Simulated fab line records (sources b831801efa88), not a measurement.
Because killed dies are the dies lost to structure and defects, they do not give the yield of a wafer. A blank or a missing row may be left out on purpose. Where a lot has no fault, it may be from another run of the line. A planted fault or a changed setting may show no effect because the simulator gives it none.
Lot-split experiment + flow sfq_line + 23 wafers read across 5 lots, on a route 325 steps long

## THE SPLIT
At SFQ_TRILAYER_I3_VIA_LITHO_COAT_090 (resist thk 62 nm), the setting spin_rpm was moved away from the recipe's 3000 rpm on 8 of the 23 wafers read, by -2.0% to +5.9%. The other wafers ran this setting at the recipe's value.

The reading comes from the split's own step.

## THE READING
BARC_of_TRILAYER_I3_VIA_LITHO_COAT_090.thk_nm (the simulator's own value, which no gauge read), in nm, at SFQ_TRILAYER_I3_VIA_LITHO_COAT_090 (resist thk 62 nm). No usual value for it is given in the file. Here, 15 wafers ran the recipe; their average is 62.00 nm with a standard deviation of 0.098 nm.

| wafer  | tool, chamber at the split | spin_rpm as run, rpm | against the recipe | BARC_of_TRILAYER_I3_VIA_LITHO_COAT_090.thk_nm, nm | against lot-mates on the recipe |
|--------|----------------------------|----------------------|--------------------|---------------------------------------------------|---------------------------------|
| L074.2 | litho_track-01, 0          | 3141                 | +4.7%              | 60.6                                              | -1.37                           |
| L074.3 | litho_track-01, 0          | 3141                 | +4.7%              | 60.62                                             | -1.35                           |
| L074.4 | litho_track-01, 0          | 3000                 | recipe             | 62.05                                             | -                               |
| L074.5 | litho_track-01, 0          | 3000                 | recipe             | 61.92                                             | -                               |
| L074.6 | litho_track-01, 0          | 3000                 | recipe             | 61.95                                             | -                               |
| L076.1 | litho_track-03, 0          | 3176                 | +5.9%              | 60.41                                             | -1.56                           |
| L076.2 | litho_track-03, 0          | 3000                 | recipe             | 61.96                                             | -                               |
| L076.3 | litho_track-03, 0          | 3000                 | recipe             | 61.98                                             | -                               |
| L076.5 | litho_track-03, 0          | 3176                 | +5.9%              | 60.29                                             | -1.68                           |
| L076.6 | litho_track-03, 0          | 3176                 | +5.9%              | 60.17                                             | -1.80                           |
| L077.4 | litho_track-03, 0          | 3000                 | recipe             | 62.11                                             | -                               |
| L077.5 | litho_track-03, 0          | 3000                 | recipe             | 62.01                                             | -                               |
| L077.6 | litho_track-03, 0          | 3000                 | recipe             | 62.14                                             | -                               |
| L078.1 | litho_track-02, 0          | 2939                 | -2.0%              | 62.52                                             | +0.62                           |
| L078.2 | litho_track-02, 0          | 2939                 | -2.0%              | 62.6                                              | +0.70                           |
| L078.3 | litho_track-02, 0          | 2939                 | -2.0%              | 62.43                                             | +0.53                           |
| L078.5 | litho_track-02, 0          | 3000                 | recipe             | 61.84                                             | -                               |
| L078.6 | litho_track-02, 0          | 3000                 | recipe             | 61.95                                             | -                               |
| L079.1 | litho_track-02, 0          | 3000                 | recipe             | 61.89                                             | -                               |
| L079.2 | litho_track-02, 0          | 3000                 | recipe             | 61.98                                             | -                               |
| L079.3 | litho_track-02, 0          | 3000                 | recipe             | 62.01                                             | -                               |
| L079.4 | litho_track-02, 0          | 3000                 | recipe             | 61.96                                             | -                               |
| L079.5 | litho_track-02, 0          | 3000                 | recipe             | 62.24                                             | -                               |

FIT RESULTS
A straight line over all 23 wafers: BARC_of_TRILAYER_I3_VIA_LITHO_COAT_090.thk_nm changes by -0.288 nm for each +1% of spin_rpm; r = -0.99; the points scatter about the line by 0.098 nm.
The same after taking each lot's own level away (the mean of its wafers on the recipe; 23 wafers): -0.29 nm for each +1%; r = -0.99; scatter 0.082 nm.
On that fit, the largest move of spin_rpm shifts the reading by 1.7 nm.
Measured against the standard deviation above, the lots' own levels, which go from 61.895 to 62.087 nm, span 1.9 times it.
The two slopes are in agreement: the lot-to-lot level therefore moves the slope only a little.
Check: with one of the wafers moved furthest among these (+5.9%) left out of the fit, the line predicts -1.73 nm for it against its lot-mates. It came out at -1.56 nm against them.

## ADDITIONAL SPLITS CARRIED BY THESE WAFERS
These wafers also went through other splits before the reading. Each is held against what the fit with the lots' levels taken away leaves over:
| other split on the same wafers                   | wafers away from the commonest value | r with BARC_of_TRILAYER_I3_VIA_LITHO_COAT_090.thk_nm (lot level and that fit taken away) |
|--------------------------------------------------|--------------------------------------|------------------------------------------------------------------------------------------|
| SFQ_TRILAYER_I1_VIA_LITHO_COAT_049 spin_rpm      | 9                                    | -0.02                                                                                    |
| SFQ_TRILAYER_I1_VIA_ETCH_VIA_ETCH_052 source_w   | 7                                    | -0.29                                                                                    |
| SFQ_TRILAYER_M2_LITHO_EXPOSE_058 dose_mj         | 9                                    | +0.02                                                                                    |
| SFQ_TRILAYER_M2_ETCH_METAL_ETCH_060 icp_w        | 7                                    | -0.24                                                                                    |
| SFQ_TRILAYER_I2_VIA_LITHO_COAT_067 resist_thk_nm | 5                                    | -0.12                                                                                    |
| SFQ_TRILAYER_M3_DEP_SPUTTER_073 power_w          | 7                                    | +0.25                                                                                    |
| SFQ_TRILAYER_M3_LITHO_EXPOSE_076 dose_mj         | 8                                    | +0.07                                                                                    |

## THE FILE'S OWN FIT
BARC_of_TRILAYER_I3_VIA_LITHO_COAT_090.thk_nm changes by -0.289 nm for each +1% of spin_rpm, r = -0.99.
